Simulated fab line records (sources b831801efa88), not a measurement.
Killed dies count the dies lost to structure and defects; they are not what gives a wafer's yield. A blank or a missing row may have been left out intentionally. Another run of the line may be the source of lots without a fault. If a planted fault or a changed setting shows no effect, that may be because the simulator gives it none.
Problem report, 8D (eight disciplines) form, completed by code / flow sky130 / the parts of the form that need people (team, actions taken, sign-off) are left out

1. THE ISSUE
Mean of heaterPowerTotalW at SKY_RES_PROTECT_SOFTBAKE_03: 57.82 W across 6 wafers in 3 lots; on wafers with no fault it is 56.60 W (standard deviation 0.049). Measured from the usual mean, that is +25 standard deviations.
The step: time 60 s.
Earliest sighting: wafer L403.4 on lithoTrack-02 at day 17 05:12. The record holds 36 wafers of 12 lots with a number at this step. Rule for "out" (also "out of limits"): further than 4 standard deviations from the usual mean. Any other wafer with a number is counted as sound.

2. WHAT IT IS, WHAT IT ISN'T
question=which readings at this step | is=heaterPowerTotalW, runLengthS | is not=exhaustPa
question=which lots | is=L403, L405, L406 | is not=L398, L408, L410, L413, L414, L415, L416, L418, L420
question=which wafers of those lots | is=L403.4, L403.5, L405.3, L406.3, L406.4, L406.5 | is not=L403.1, L405.2, L405.6
question=read on which tools | is=lithoTrack-02 | is not=lithoTrack-01, lithoTrack-03
question=when | is=from day 17 05:12 | is not=up to then (4 sound wafers); but 26 sound wafers of L405, L408, L410, L413, L414, L415, L416, L418, L420 came after

3. SUSPECTS, AND WHAT RULES EACH OUT
Counting: a tool at a process step up to the reading stays a suspect if it ran every lot that is out. Sound lots after the first of them don't rule it out here, since some wafers of a struck lot are sound.
- lithoTrack-02 at SKY_RES_PROTECT_SOFTBAKE_03 (time 60 s): kept. It ran every lot that is out, first L403 (day 17 05:12). Its own readings are out on those wafers: heaterPowerTotalW, runLengthS.
After counting, what remains is lithoTrack-02 at SKY_RES_PROTECT_SOFTBAKE_03.

4. THE CAUSE (what the simulator had put in)
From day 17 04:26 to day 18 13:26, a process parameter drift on lithoTrack-02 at SKY_RES_PROTECT_SOFTBAKE_03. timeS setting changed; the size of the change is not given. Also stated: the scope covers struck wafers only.
Only this tool survived the counting.

5. THE EFFECT CHAIN, in route order
Each row: a reading where the mean over the struck wafers with a number is more than 3 standard deviations away from the usual. Only readings for which the record gives a usual standard deviation are gone through. hours: the time from each lot's start at the first step in this table that gives one to its start at this step, as a median over the lots. sigmas: the change in usual standard deviations.
hours=0; step=SKY_RES_PROTECT_SOFTBAKE_03; reading=heaterPowerTotalW; usual=56.60 W; on struck wafers=57.82; change=+1.22; sigmas=+25
hours=0; step=SKY_RES_PROTECT_SOFTBAKE_03; reading=runLengthS; usual=89.32 s; on struck wafers=85.81; change=-3.51; sigmas=-17
Process steps it contains:
- SKY_RES_PROTECT_SOFTBAKE_03: time 60 s.

6. HOW IT WOULD HAVE BEEN CAUGHT EARLIER
In this record the first reading out of limits was taken at day 17 05:12, 1 hour after the fault began at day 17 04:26.
